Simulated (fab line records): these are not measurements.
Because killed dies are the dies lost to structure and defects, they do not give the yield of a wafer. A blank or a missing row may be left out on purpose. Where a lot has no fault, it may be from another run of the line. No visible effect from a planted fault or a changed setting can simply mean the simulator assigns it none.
fab line records	flow sky130
[record] lots = 5	wafers = 14	last-day = 50
route steps=708 shown LI_CONTACT@370 LOCAL_INTERCONNECT@387 CONTACT@406 VIA2@529 PAD_OPEN@708
lots with no fault: from the same line, run without faults
start-h: hours from the record's opening day to when the first of the lot's shown wafers began	wait-h: hours from the lot's prior step to this one	" as in the row above	L1.1+2: several wafers, shown together as one row	- no value, or no start was given	* or withheld: withheld	< > ~ a bound
route shown NAME@n: names a module that has steps shown in the file, with the first one's number in the route	usual: average and standard deviation across the fault-free wafers	same: alike in all rows	chamber/n: place in a boat	sites: per-site readings	_std_site: the standard deviation of these	_edge_site: inner sites' mean taken away from outer sites' mean	radius-mm: how far each site lies from the wafer's centre	mask NAME#n: copy n	behind: the last tool/chamber to shape the wafer	hold: cause of the lot's hold/its duration in hours/its outcome	device: the transistor (n, p or np) that didn't switch	end of line: the tests these same wafers got at the end of their route	where a step has no rows: the recipe by itself	killed: the dies lost at the first sort to structure and to defects; this is not the yield of the wafer	map: shows each die of a wafer: x if killed, . if not, _ if none is there
set.NAME: the setting as run; set.NAME@STEP: as run at that earlier step	model.NAME: the simulator's own value behind a step, which no gauge read
certain route steps with their lots: each step a table, each wafer a row
services: from which hour (start-h, from the record's first day; less than 0 if before it) a tool's chamber was out of use, for how many hours, and why
[[steps]]
[step SKY_LI_CONTACT_SOFTBAKE_08]
[recipe] temp-c = 100	time-s = 90	resist = KrF-thick
[step SKY_LI_CONTACT_EXPOSE_09]
[recipe] mask-id = LICM1	na = 0.8	source-shape = annular	sigma-inner = 0.55	sigma-outer = 0.85	target-cd-nm = 170	dose-mj = 38
[step SKY_LI_CONTACT_PEB_10]
[recipe] peb-temp-c = withheld	peb-time-s = withheld	resist = KrF-thick
[step SKY_LI_CONTACT_DEVELOP_11]
[recipe] develop-time-s = 60	resist = KrF-thick	dev-temp-c = 21
[step SKY_LI_CONTACT_CD_MEAS_12]
[recipe] target-cd-nm = 170
[usual] cd-nm = 170.3/1.2
lot.wafer	tool	chamber	start-h	wait-h	cd-nm
L145.2	cd-sem-01	-	695.13	-	171.2
L145.4	"	-	"	"	171.9
L145.6	"	-	"	"	171.7
L146.4	cd-sem-01	-	706.07	-	172.9
L146.5	"	-	"	"	170.9
L146.6	"	-	"	"	172.1
L148.1	cd-sem-01	-	718.46	-	167.3
L148.4	"	-	"	"	168.8
L158.1	cd-sem-02	-	808.56	-	172.0
L158.4	"	-	"	"	170.9
L158.6	"	-	"	"	171.2
L162.1	cd-sem-02	-	834.76	-	169.8
L162.3	"	-	"	"	169.1
L162.5	"	-	"	"	169.1
[step SKY_LI_CONTACT_OVL_MEAS_13]
[usual] LI_CONTACT_OVL = 1/5.6
lot.wafer	tool	chamber	start-h	wait-h	LI_CONTACT_OVL[nm]
L145.2	overlay-01	-	695.24	0.1	6
L145.4	"	-	"	"	7
L145.6	"	-	"	"	3
L146.4	overlay-02	-	706.15	0.1	7
L146.5	"	-	"	"	4
L146.6	"	-	"	"	12
L148.1	overlay-02	-	718.58	0.1	-1
L148.4	"	-	"	"	0
L158.1	overlay-01	-	808.68	0.1	11
L158.4	"	-	"	"	5
L158.6	"	-	"	"	0
L162.1	overlay-01	-	834.88	0.1	-2
L162.3	"	-	"	"	6
L162.5	"	-	"	"	3
[step SKY_LI_CONTACT_ETCH_14]
[recipe] chemistry = N2/H2	target = BARC	ion-energy-ev = 200	source-w = 500	bias-w = 100	pressure-mtorr = 30	n2-flow-sccm = 100	h2-flow-sccm = 200	stop-on = SiO2	time-s = 45.9	target-depth-a = 600
[step SKY_LI_CONTACT_ETCH_15]
[recipe] target = PSG	chemistry = C4F8/O2/Ar	stop-on = Si	taper-deg = 4.15	mask-material = KrF-thick	source-w = 1500	bias-w = 1200	pressure-mtorr = 40	c4f8-flow-sccm = withheld	O2_flow_sccm = 6	Ar_flow_sccm = 300	time-s = withheld	target-depth-a = 6000
[step SKY_LI_CONTACT_STRIP_16]
[recipe] chemistry = O2/N2	power-w = 1400	pressure-mtorr = 1500	platen-temp-c = withheld	o2-flow-sccm = 3000	n2-flow-sccm = 300	overash-fraction = 0.5
[usual] drypump-motor-current-A = 5.3/0.39	oes-product-au = 0.375/0.0051	strip-time-to-endpoint-s = 3.48/0.037
lot.wafer	tool	chamber	start-h	wait-h	drypump-motor-current-A	oes-product-au	rf-hours-counter-h	strip-time-to-endpoint-s
L145.2	plasma-asher-02	0	695.39	-	5.1	0.381	86	3.54
L145.4	"	1	"	"	5.4	0.375	-	3.53
L145.6	"	1	"	"	5.4	0.376	-	3.45
L146.4	plasma-asher-02	1	706.33	-	5.4	0.367	-	3.47
L146.5	"	0	"	"	5.1	0.379	-	3.48
L146.6	"	1	"	"	5.4	0.375	-	3.48
L148.1	plasma-asher-01	0	718.74	-	5.9	0.383	59	3.56
L148.4	"	1	"	"	4.7	0.367	-	3.41
L158.1	plasma-asher-01	0	808.84	-	5.9	0.379	67	3.57
L158.4	"	1	"	"	4.6	0.371	-	3.47
L158.6	"	1	"	"	4.6	0.379	-	3.57
L162.1	plasma-asher-02	1	835.04	-	5.4	0.371	100	3.48
L162.3	"	0	"	"	5.1	0.384	-	3.49
L162.5	"	1	"	"	5.4	0.374	-	3.54
[step SKY_LI_CONTACT_CLEAN_17]
[recipe] chemistry = NMP	time-s = 600	temp-c = 60	dry = n2-spin
[step SKY_LI_CONTACT_PRE_CLEAN_18]
[recipe] gas = Ar	time-s = 5.6	bias-v = 358
[step SKY_LI_CONTACT_SPUTTER_19]
[recipe] material = Ti	target-thk-nm = 20	chamber-pressure-pa = 5	power-w = 2500	substrate-temp-c = 200	time-s = 106.37
[step SKY_LI_CONTACT_SPUTTER_20]
[recipe] material = TiN	target-thk-nm = 20	chamber-pressure-pa = 5	power-w = 4000	time-s = 80
[usual] throttle-valve-pct = 29.9/0.8
lot.wafer	tool	chamber	start-h	wait-h	throttle-valve-pct	model.TiN_of_LI_CONTACT_SPUTTER_20.thk-nm
L145.2	pvd-sputter-03	-	695.76	0.0	30.3	19.72
L145.4	"	-	"	"	29.9	19.57
L145.6	"	-	"	"	30.4	19.81
L146.4	pvd-sputter-04	-	706.66	0.0	29.4	19.6
L146.5	"	-	"	"	29.7	19.83
L146.6	"	-	"	"	30.7	19.48
L148.1	pvd-sputter-03	-	719.11	0.0	30.5	19.62
L148.4	"	-	"	"	30.6	21.42
L158.1	pvd-sputter-04	-	809.21	0.0	30.7	19.88
L158.4	"	-	"	"	28.8	20.51
L158.6	"	-	"	"	30.5	19.94
L162.1	pvd-sputter-02	-	835.43	0.0	30.2	20.27
L162.3	"	-	"	"	27.1	19.88
L162.5	"	-	"	"	29.8	20.2
[step SKY_LI_CONTACT_CVD_21]
[recipe] material = W	target-thk-nm = 400	time-s = 120.56	temp-c = 400	pressure-torr = 40
[usual] heater-power-w = 826/87
lot.wafer	tool	chamber	start-h	wait-h	heater-power-w
L145.2	cvd-w-02	1	695.83	0.0	722
L145.4	"	0	"	"	877
L145.6	"	0	"	"	886
L146.4	cvd-w-02	1	706.77	0.1	745
L146.5	"	0	"	"	913
L146.6	"	1	"	"	756
L148.1	cvd-w-01	0	719.18	0.0	929
L148.4	"	1	"	"	740
L158.1	cvd-w-02	0	809.28	0.0	877
L158.4	"	0	"	"	891
L158.6	"	1	"	"	737
L162.1	cvd-w-02	1	835.49	0.0	731
L162.3	"	0	"	"	880
L162.5	"	0	"	"	871
[step SKY_LI_CONTACT_RS_MEAS_22]
[recipe] thk-meas-gauge = four-point-probe	reads = W_of_LI_CONTACT_CVD_21+TiN_of_LI_CONTACT_SPUTTER_20+Ti_of_LI_CONTACT_SPUTTER_19
[usual] LI_CONTACT_W_RS = 0.283/0.0046
lot.wafer	tool	chamber	start-h	wait-h	LI_CONTACT_W_RS[ohm/sq]
L145.2	film-metro-04	-	695.97	0.1	0.280
L145.4	"	-	"	"	0.283
L145.6	"	-	"	"	0.288
L146.4	film-metro-02	-	706.91	0.1	0.282
L146.5	"	-	"	"	0.291
L146.6	"	-	"	"	0.281
L148.1	film-metro-02	-	719.30	0.1	0.281
L148.4	"	-	"	"	0.288
L158.1	film-metro-02	-	809.40	0.1	0.288
L158.4	"	-	"	"	0.289
L158.6	"	-	"	"	0.278
L162.1	film-metro-02	-	835.62	0.1	0.279
L162.3	"	-	"	"	0.288
L162.5	"	-	"	"	0.289
[step SKY_LI_CONTACT_THK_MEAS_23]
[recipe] thk-meas-gauge = xrf	reads = W_of_LI_CONTACT_CVD_21
[usual] LI_CONTACT_W_THK = 407/8.2
lot.wafer	tool	chamber	start-h	wait-h	LI_CONTACT_W_THK[nm]
L145.2	film-metro-04	-	696.08	0.1	412
L145.4	"	-	"	"	404
L145.6	"	-	"	"	399
L146.4	film-metro-02	-	707.00	0.1	413
L146.5	"	-	"	"	403
L146.6	"	-	"	"	415
L148.1	film-metro-02	-	719.42	0.1	416
L148.4	"	-	"	"	407
L158.1	film-metro-02	-	809.52	0.1	406
L158.4	"	-	"	"	406
L158.6	"	-	"	"	418
L162.1	film-metro-02	-	835.74	0.1	416
L162.3	"	-	"	"	403
L162.5	"	-	"	"	402
[step SKY_LI_CONTACT_CMP_24]
[recipe] stop-on = PSG	t-overpolish-s = 20	down-force-psi = 3.5	platen-rpm = 60	target-thk-nm = 0	pad-velocity-m-s = 0.94248
[step SKY_LOCAL_INTERCONNECT_SPUTTER_00]
[recipe] material = TiN	target-thk-nm = 100	temp-c = 300	power-w = 6500	time-s = 83.3	chamber-pressure-pa = 0.4
[usual] throttle-valve-pct = 29.5/1.1
lot.wafer	tool	chamber	start-h	wait-h	throttle-valve-pct
L145.2	pvd-sputter-02	-	696.43	0.2	27.3
L145.4	"	-	"	"	30.4
L145.6	"	-	"	"	28.4
L146.4	pvd-sputter-01	-	707.33	0.2	30.0
L146.5	"	-	"	"	30.4
L146.6	"	-	"	"	29.8
L148.1	pvd-sputter-01	-	719.78	0.1	31.2
L148.4	"	-	"	"	31.0
L158.1	pvd-sputter-01	-	809.88	0.2	30.1
L158.4	"	-	"	"	29.8
L158.6	"	-	"	"	31.1
L162.1	pvd-sputter-04	-	836.10	0.2	29.6
L162.3	"	-	"	"	29.2
L162.5	"	-	"	"	29.2
[step SKY_LOCAL_INTERCONNECT_RS_MEAS_01]
[recipe] thk-meas-gauge = four-point-probe	reads = TiN_of_LOCAL_INTERCONNECT_SPUTTER_00
[usual] LOCAL_INTERCONNECT_TIN_RS = 14.19/0.18
lot.wafer	tool	chamber	start-h	wait-h	LOCAL_INTERCONNECT_TIN_RS[ohm/sq]
L145.2	film-metro-02	-	696.51	0.1	14.56
L145.4	"	-	"	"	14.27
L145.6	"	-	"	"	14.49
L146.4	film-metro-01	-	707.45	0.1	14.02
L146.5	"	-	"	"	14.03
L146.6	"	-	"	"	14.07
L148.1	film-metro-02	-	719.84	0.0	13.94
L148.4	"	-	"	"	13.90
L158.1	film-metro-03	-	809.94	0.0	14.23
L158.4	"	-	"	"	14.07
L158.6	"	-	"	"	14.06
L162.1	film-metro-03	-	836.16	0.0	14.40
L162.3	"	-	"	"	14.26
L162.5	"	-	"	"	14.31
[step SKY_LOCAL_INTERCONNECT_THK_MEAS_02]
[recipe] thk-meas-gauge = xrf	reads = TiN_of_LOCAL_INTERCONNECT_SPUTTER_00
[usual] LOCAL_INTERCONNECT_TIN_THK = 99.9/1.3
lot.wafer	tool	chamber	start-h	wait-h	LOCAL_INTERCONNECT_TIN_THK[nm]
L145.2	film-metro-02	-	696.62	0.1	97.8
L145.4	"	-	"	"	99.3
L145.6	"	-	"	"	97.9
L146.4	film-metro-01	-	707.54	0.1	100.5
L146.5	"	-	"	"	100.9
L146.6	"	-	"	"	100.9
L148.1	film-metro-02	-	719.96	0.1	101.8
L148.4	"	-	"	"	101.8
L158.1	film-metro-03	-	810.06	0.1	98.6
L158.4	"	-	"	"	99.8
L158.6	"	-	"	"	99.9
L162.1	film-metro-03	-	836.28	0.1	97.3
L162.3	"	-	"	"	98.5
L162.5	"	-	"	"	98.1
[step SKY_LOCAL_INTERCONNECT_DEHYDRATE_03]
[recipe] temp-c = 200	time-s = 60
[step SKY_LOCAL_INTERCONNECT_HMDS_04]
[recipe] prime-time-s = 60	prime-temp-c = 120
[step SKY_LOCAL_INTERCONNECT_COAT_05]
[recipe] resist = BARC	temp-c = withheld	time-s = withheld	spin-rpm = 3000	resist-thk-nm = 60
[step SKY_LOCAL_INTERCONNECT_COAT_06]
[recipe] resist = KrF-thick	spin-rpm = 3000	resist-thk-nm = 450
[step SKY_LOCAL_INTERCONNECT_SOFTBAKE_07]
[recipe] temp-c = 100	time-s = 90	resist = KrF-thick
[step SKY_LOCAL_INTERCONNECT_EXPOSE_08]
[recipe] mask-id = LI1M	na = 0.8	source-shape = annular	sigma-inner = 0.55	sigma-outer = 0.85	target-cd-nm = 170	dose-mj = 28
[step SKY_LOCAL_INTERCONNECT_PEB_09]
[recipe] peb-temp-c = withheld	peb-time-s = withheld	resist = KrF-thick
[step SKY_LOCAL_INTERCONNECT_DEVELOP_10]
[recipe] develop-time-s = 60	resist = KrF-thick	dev-temp-c = 21
[step SKY_LOCAL_INTERCONNECT_CD_MEAS_11]
[recipe] target-cd-nm = 170
[usual] cd-nm = 169.9/1.3
lot.wafer	tool	chamber	start-h	wait-h	cd-nm
L145.2	cd-sem-01	-	725.34	-	171.9
L145.4	"	-	"	"	173.6
L145.6	"	-	"	"	171.5
L146.4	cd-sem-02	-	734.93	-	171.0
L146.5	"	-	"	"	171.0
L146.6	"	-	"	"	169.6
L148.1	cd-sem-01	-	747.91	-	167.2
L148.4	"	-	"	"	168.3
L158.1	cd-sem-01	-	836.51	-	171.2
L158.4	"	-	"	"	170.1
L158.6	"	-	"	"	170.7
L162.1	cd-sem-02	-	863.82	-	169.2
L162.3	"	-	"	"	171.1
L162.5	"	-	"	"	170.6
[step SKY_LOCAL_INTERCONNECT_OVL_MEAS_12]
[usual] LOCAL_INTERCONNECT_OVL = 2/5.4
lot.wafer	tool	chamber	start-h	wait-h	LOCAL_INTERCONNECT_OVL[nm]
L145.2	overlay-02	-	725.44	0.1	1
L145.4	"	-	"	"	0
L145.6	"	-	"	"	-3
L146.4	overlay-02	-	735.01	0.1	6
L146.5	"	-	"	"	-1
L146.6	"	-	"	"	6
L148.1	overlay-02	-	748.03	0.1	-13
L148.4	"	-	"	"	-3
L158.1	overlay-01	-	836.63	0.1	0
L158.4	"	-	"	"	7
L158.6	"	-	"	"	9
L162.1	overlay-01	-	863.94	0.1	5
L162.3	"	-	"	"	3
L162.5	"	-	"	"	7
[step SKY_LOCAL_INTERCONNECT_ETCH_13]
[recipe] chemistry = N2/H2	target = BARC	ion-energy-ev = 200	bias-w = 100	pressure-mtorr = 30	n2-flow-sccm = 100	h2-flow-sccm = 200	icp-w = 500	stop-on = SiO2	time-s = 45.9	target-depth-a = 600
[usual] drypump-motor-current-A = 5.6/0.37	oes-product-au = 0.854/0.0047	throttle-valve-pct = 13.225/0.0082
lot.wafer	tool	chamber	start-h	wait-h	drypump-motor-current-A	oes-product-au	rf-hours-counter-h	throttle-valve-pct
L145.2	rie-metal-02	1	725.47	0.0	5.5	0.851	5	13.209
L145.4	"	1	"	"	5.5	0.853	-	13.230
L145.6	"	1	"	"	5.5	0.854	-	13.222
L146.4	rie-metal-02	1	735.05	0.0	5.5	0.861	-	13.226
L146.5	"	0	"	"	6.0	0.852	-	13.210
L146.6	"	1	"	"	5.5	0.850	-	13.224
L148.1	rie-metal-04	0	748.06	0.0	5.5	0.856	8	13.224
L148.4	"	0	"	"	5.5	0.851	-	13.214
L158.1	rie-metal-03	0	836.66	0.0	5.5	0.850	12	13.232
L158.4	"	1	"	"	6.3	0.848	-	13.217
L158.6	"	0	"	"	5.5	0.855	-	13.228
L162.1	rie-metal-04	1	863.97	0.0	5.2	0.855	6	13.235
L162.3	"	1	"	"	5.2	0.862	-	13.238
L162.5	"	1	"	"	5.2	0.853	-	13.222
[step SKY_LOCAL_INTERCONNECT_METAL_ETCH_14]
[recipe] target-depth-nm = 110	stop-on = PSG	chemistry = Cl2/BCl3	target = TiN	resist-sidewall-deg = 88	pressure-mtorr = 10	icp-w = 900	bias-w = 48.5	Cl2_flow_sccm = 60	bcl3-flow-sccm = 30	time-s = 31.4
[usual] drypump-motor-current-A = 5.6/0.36	oes-product-au = 0.939/0.0082	throttle-valve-pct = 21.903/0.0089
lot.wafer	tool	chamber	start-h	wait-h	drypump-motor-current-A	oes-product-au	rf-hours-counter-h	throttle-valve-pct
L145.2	rie-metal-02	1	725.54	0.0	5.5	0.925	5	21.911
L145.4	"	1	"	"	5.5	0.940	-	21.904
L145.6	"	1	"	"	5.5	0.932	-	21.909
L146.4	rie-metal-02	1	735.10	0.0	5.5	0.947	-	21.910
L146.5	"	0	"	"	6.0	0.936	-	21.907
L146.6	"	1	"	"	5.5	0.943	-	21.911
L148.1	rie-metal-04	0	748.13	0.0	5.5	0.949	8	21.875
L148.4	"	0	"	"	5.5	0.956	-	21.901
L158.1	rie-metal-03	0	836.73	0.0	5.5	0.943	12	21.891
L158.4	"	1	"	"	6.3	0.942	-	21.899
L158.6	"	0	"	"	5.5	0.932	-	21.909
L162.1	rie-metal-04	1	864.03	0.0	5.1	0.925	6	21.907
L162.3	"	1	"	"	5.2	0.939	-	21.902
L162.5	"	1	"	"	5.2	0.934	-	21.899
[step SKY_LOCAL_INTERCONNECT_STRIP_15]
[recipe] chemistry = O2/N2	power-w = 1400	pressure-mtorr = 1500	platen-temp-c = withheld	o2-flow-sccm = 3000	n2-flow-sccm = 300	overash-fraction = 0.5
[step SKY_LOCAL_INTERCONNECT_STRIP_16]
[recipe] chemistry = post-etch-residue-remover	time-s = 1200	temp-c = 72.5
[step SKY_LOCAL_INTERCONNECT_CLEAN_17]
[recipe] chemistry = IPA	time-s = 180	temp-c = 25
[step SKY_LOCAL_INTERCONNECT_CLEAN_18]
[recipe] chemistry = O3/DIW	dry = n2-spin
[step SKY_CONTACT_CVD_00]
[recipe] material = Si3N4	target-thk-nm = 75	temp-c = 400	time-s = withheld	rf-w = 450
[step SKY_CONTACT_THK_MEAS_01]
[recipe] reads = Si3N4_of_CONTACT_CVD_00
[usual] CONTACT_CVD_00_THK = 75.4/1
lot.wafer	tool	chamber	start-h	wait-h	CONTACT_CVD_00_THK[nm]
L145.2	film-metro-04	-	726.23	-	76.0
L145.4	"	-	"	"	77.5
L145.6	"	-	"	"	76.7
L146.4	film-metro-02	-	735.79	-	77.0
L146.5	"	-	"	"	77.1
L146.6	"	-	"	"	76.4
L148.1	film-metro-04	-	748.84	-	75.9
L148.4	"	-	"	"	76.8
L158.1	film-metro-04	-	837.41	-	74.4
L158.4	"	-	"	"	75.5
L158.6	"	-	"	"	75.0
L162.1	film-metro-04	-	864.74	-	74.0
L162.3	"	-	"	"	73.6
L162.5	"	-	"	"	74.8
[step SKY_CONTACT_HDPCVD_02]
[recipe] material = SiO2	target-thk-nm = 565	sigma-open-frac = 0.3	time-s = 94.2	temp-c = 600	sih4-flow-sccm = 60	pressure-mtorr = 6
[step SKY_CONTACT_THK_MEAS_03]
[recipe] reads = SiO2_of_CONTACT_HDPCVD_02
[usual] CONTACT_HDPCVD_THK = 566/6.3
lot.wafer	tool	chamber	start-h	wait-h	CONTACT_HDPCVD_THK[nm]
L145.2	film-metro-01	-	726.36	0.0	566
L145.4	"	-	"	"	567
L145.6	"	-	"	"	573
L146.4	film-metro-02	-	735.92	0.0	573
L146.5	"	-	"	"	561
L146.6	"	-	"	"	564
L148.1	film-metro-02	-	748.97	0.0	560
L148.4	"	-	"	"	564
L158.1	film-metro-02	-	837.54	0.0	565
L158.4	"	-	"	"	569
L158.6	"	-	"	"	564
L162.1	film-metro-01	-	864.87	0.0	564
L162.3	"	-	"	"	563
L162.5	"	-	"	"	573
[step SKY_CONTACT_CMP_04]
[recipe] material = SiO2	down-force-psi = 4	platen-rpm = 60	pad-velocity-m-s = 0.94248
[step SKY_CONTACT_BOW_MEAS_05]
[recipe] mode = bow
[usual] CONTACT_BOW = 83/6.7
lot.wafer	tool	chamber	start-h	wait-h	CONTACT_BOW[um]
L145.2	film-metro-04	-	726.73	0.3	82
L145.4	"	-	"	"	76
L145.6	"	-	"	"	81
L146.4	film-metro-02	-	736.31	0.3	89
L146.5	"	-	"	"	80
L146.6	"	-	"	"	81
L148.1	film-metro-01	-	749.33	0.1	87
L148.4	"	-	"	"	85
L158.1	film-metro-04	-	837.90	0.1	91
L158.4	"	-	"	"	88
L158.6	"	-	"	"	92
L162.1	film-metro-04	-	865.23	0.1	77
L162.3	"	-	"	"	84
L162.5	"	-	"	"	79
[step SKY_VIA2_RS_MEAS_22]
[recipe] thk-meas-gauge = four-point-probe	reads = W_of_VIA2_CVD_21+TiN_of_VIA2_SPUTTER_20
[usual] VIA2_W_RS = 0.271/0.0042
lot.wafer	tool	chamber	start-h	wait-h	hold	VIA2_W_RS[ohm/sq]
L145.2	film-metro-01	-	870.43	0.1	-	0.270
L145.4	"	-	"	"	-	0.265
L145.6	"	-	"	"	-	0.275
L146.4	film-metro-02	-	879.03	0.1	-	0.274
L146.5	"	-	"	"	-	0.273
L146.6	"	-	"	"	-	0.274
L148.1	film-metro-04	-	890.16	0.1	await-dispo/0.2h/release	0.267
L148.4	"	-	"	"	await-dispo/0.2h/release	0.275
L148.1	film-metro-04	-	890.61	0.4	-	0.267
L148.4	"	-	"	"	-	0.275
L158.1	film-metro-02	-	974.03	0.1	-	0.272
L158.4	"	-	"	"	-	0.271
L158.6	"	-	"	"	-	0.268
L162.1	film-metro-01	-	999.38	0.1	-	0.276
L162.3	"	-	"	"	-	0.277
L162.5	"	-	"	"	-	0.265
[step SKY_VIA2_THK_MEAS_23]
[recipe] thk-meas-gauge = xrf	reads = W_of_VIA2_CVD_21
[usual] VIA2_W_THK = 426/7.5
lot.wafer	tool	chamber	start-h	wait-h	hold	VIA2_W_THK[nm]
L145.2	film-metro-01	-	870.54	0.1	-	420
L145.4	"	-	"	"	-	427
L145.6	"	-	"	"	-	411
L146.4	film-metro-02	-	879.12	0.1	-	427
L146.5	"	-	"	"	-	428
L146.6	"	-	"	"	-	425
L148.1	film-metro-04	-	899.25	8.6	await-dispo/0.2h/release	433
L148.4	"	-	"	"	await-dispo/0.2h/release	421
L148.1	film-metro-04	-	899.48	0.2	-	433
L148.4	"	-	"	"	-	421
L158.1	film-metro-02	-	974.15	0.1	-	433
L158.4	"	-	"	"	-	428
L158.6	"	-	"	"	-	434
L162.1	film-metro-01	-	999.50	0.1	-	415
L162.3	"	-	"	"	-	416
L162.5	"	-	"	"	-	432
[step SKY_PAD_OPEN_PROBE_99]
[usual] killed_at_M0_to_M3 = 43/6	killed_at_M4_up = 3.2/1.9	killed-at-contacts = 25/5.4	killed-at-front-end = 15/4.5	killed-at-other = 0.3/0.59	killed-dies = 87/8.7	killed-open = 47/6.7	killed-short = 39/5.7
[same] gross-dies = 492	killed-at-back-side = 0
lot.wafer	tool	chamber	start-h	wait-h	killed_at_M0_to_M3	killed_at_M4_up	killed-at-contacts	killed-at-front-end	killed-at-other	killed-dies	killed-open	killed-short
L145.2	prober-01	-	1095.30	0.1	40	3	26	19	2	90	49	40
L145.4	prober-01	-	1095.40	0.2	36	4	38	14	1	93	44	48
L145.6	prober-01	-	1095.50	0.2	34	2	32	11	0	79	51	28
L146.4	prober-02	-	1102.84	0.2	42	9	19	15	1	86	49	37
L146.5	prober-02	-	1102.89	0.2	45	3	26	14	0	88	43	44
L146.6	prober-02	-	1102.94	0.2	37	3	20	17	1	78	42	36
L148.1	prober-02	-	1108.90	0.1	41	8	22	17	0	88	56	32
L148.4	prober-02	-	1109.05	0.2	50	2	30	15	1	98	51	47
// killed by level:class
L145.2 CONTACT:geometric-particle:open=8 LI_CONTACT:geometric-particle:open=7 VIA2:geometric-particle:open=7 VIA3:geometric-particle:open=7 FIELD_ISO:geometric-particle:open=6 LOCAL_INTERCONNECT:geometric-particle:short=6 VIA1:geometric-particle:open=6 FIELD_ISO:geometric-particle:short=5
L145.4 CONTACT:geometric-particle:open=19 VIA1:geometric-particle:open=10 LI_CONTACT:geometric-particle:short=8 CONTACT:geometric-particle:short=6 VIA1:geometric-particle:short=6 VIA3:geometric-particle:short=5 FIELD_ISO:geometric-particle:short=4 FIELD_ISO:geometric-particle:open=4
L145.6 CONTACT:geometric-particle:open=13 VIA1:geometric-particle:open=9 LI_CONTACT:geometric-particle:open=8 CONTACT:geometric-particle:short=6 METAL2:geometric-particle:short=6 VIA2:geometric-particle:open=4 VIA3:geometric-particle:open=4 FIELD_ISO:geometric-particle:open=3
L146.4 CONTACT:geometric-particle:open=11 VIA1:geometric-particle:open=10 VIA2:geometric-particle:open=7 METAL4:geometric-particle:short=6 VIA1:geometric-particle:short=5 CONTACT:geometric-particle:short=4 METAL1:geometric-particle:open=4 FIELD_ISO:geometric-particle:short=3
L146.5 VIA1:geometric-particle:open=11 CONTACT:geometric-particle:open=7 CONTACT:geometric-particle:short=6 VIA1:geometric-particle:short=6 VIA3:geometric-particle:open=5 POLY_GATE:geometric-particle:short=5 LI_CONTACT:geometric-particle:short=4 LI_CONTACT:geometric-particle:open=4
L146.6 VIA1:geometric-particle:open=8 VIA2:geometric-particle:open=8 CONTACT:geometric-particle:open=7 METAL1:geometric-particle:short=6 POLY_GATE:geometric-particle:short=5 METAL2:geometric-particle:short=5 FIELD_ISO:geometric-particle:short=4 FIELD_ISO:geometric-particle:open=4
L148.1 CONTACT:geometric-particle:open=13 VIA1:geometric-particle:open=8 VIA3:geometric-particle:open=7 POLY_GATE:geometric-particle:open=5 METAL2:geometric-particle:short=5 CONTACT:geometric-particle:short=5 METAL1:geometric-particle:short=5 METAL4:geometric-particle:short=5
L148.4 LI_CONTACT:geometric-particle:open=9 CONTACT:geometric-particle:open=9 VIA3:geometric-particle:short=9 VIA1:geometric-particle:open=8 CONTACT:geometric-particle:short=8 VIA3:geometric-particle:open=6 FIELD_ISO:geometric-particle:open=5 METAL1:geometric-particle:short=5
[[services]]
tool	chamber	start-h	hours	kind
cvd-w-02	-	677.41	1.0	repair
rie-metal-04	1	680.90	-	clean
rie-metal-04	1	680.90	25.4	scheduled-down
rie-metal-04	1	680.90	25.4	vent-cycle
rie-metal-04	0	681.92	23.8	repair
pvd-sputter-02	-	706.93	5.4	repair
pvd-sputter-01	-	711.02	6.3	repair
rie-metal-02	-	715.94	0.7	repair
plasma-asher-01	-	723.63	6.1	repair
cvd-w-02	1	731.98	9.9	repair
rie-metal-03	1	733.84	-	clean
rie-metal-03	1	733.84	23.1	scheduled-down
rie-metal-04	0	749.16	14.2	repair
cvd-w-01	-	750.53	2.8	pm
plasma-asher-02	-	752.37	9.5	pm
pvd-sputter-01	-	756.69	4.0	repair
pvd-sputter-01	-	786.14	1.7	repair
cvd-w-02	-	787.52	1.6	repair
plasma-asher-01	-	805.76	2.8	pm
plasma-asher-01	-	833.46	3.6	repair
rie-metal-04	-	842.63	0.7	repair
pvd-sputter-01	-	853.43	13.4	repair
rie-metal-02	-	856.83	0.1	repair
pvd-sputter-02	-	863.63	7.7	repair
[[key]]
first-sign none at tools or gauges
[model-effect] step = SKY_LI_CONTACT_SPUTTER_20	value = TiN_of_LI_CONTACT_SPUTTER_20.thk-nm	without = 19.87	struck = 21.42
met-at SKY_LI_CONTACT_SPUTTER_20
struck-wafers L148.4
tester-left-out L148
onset-between 695.76 719.11
[fault] kind = process-parameter-drift	tool = pvd-sputter-03	chamber = -	onset-h = 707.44	steps = SKY_LI_CONTACT_SPUTTER_20	channel = time-s	offset = *	shape = step	end-h = 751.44	scope = struck-wafers-only	acts-in = *	stated = *
// tester-left-out: of these lots the tester's yield and bins aren't shown, on N5 and GAA mostly nor the transistor test; their killed dies are dies lost to structure and defects alone, not to doping, threshold or leakage, so they don't give the yield
